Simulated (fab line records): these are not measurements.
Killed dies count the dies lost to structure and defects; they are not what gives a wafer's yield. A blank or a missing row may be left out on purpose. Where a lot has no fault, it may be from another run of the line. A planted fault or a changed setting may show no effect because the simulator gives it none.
Which tool was responsible?    flow sky130    6 lots, 18 wafers sampled, at 1 step of a route of 708

## WHAT THE GAUGES SHOWED, per wafer
SKY_VT_ADJUST_LVTN_TW_MEAS_21.
lot   measured      on            VT_ADJUST_LVTN_2_TW
L390  day 8 03:18   filmMetro-03  192.4 191.2 192.0
L392  day 8 20:23   filmMetro-04  191.1 190.6 190.9
L395  day 9 11:14   filmMetro-03  191.1 190.9 191.7
L399  day 10 17:53  filmMetro-03  191.1 191.1 189.9
L405  day 12 08:01  filmMetro-04  191.6 192.2 190.7
L407  day 12 19:58  filmMetro-03  189.4 191.3 189.6

## EACH LOT AND THE TOOL THAT RAN IT (in order: tool; ch and the chambers of the sampled wafers; start)
There is no process step in the record ahead of these readings.

## THE ANSWER, worked out from the rows above alone
Rule: usual is defined by the lots themselves. Put in order of their means at a reading, lots are off if they are a third of the lots or fewer, leave a main group of 4 or more, and stand apart from it by a gap of 3 or more times the standard deviation of the main group's means; of several such gaps the widest counts. A main group whose means are all the same, to the digits that the tables above print for the reading, isn't used. A lot without any number at a reading at which 4 lots or more have one is off too. All remaining lots with rows at the step are treated as sound.
None of the lots is off at any reading shown; this tells nothing.

## WHAT WAS PUT IN BY THE SIMULATOR
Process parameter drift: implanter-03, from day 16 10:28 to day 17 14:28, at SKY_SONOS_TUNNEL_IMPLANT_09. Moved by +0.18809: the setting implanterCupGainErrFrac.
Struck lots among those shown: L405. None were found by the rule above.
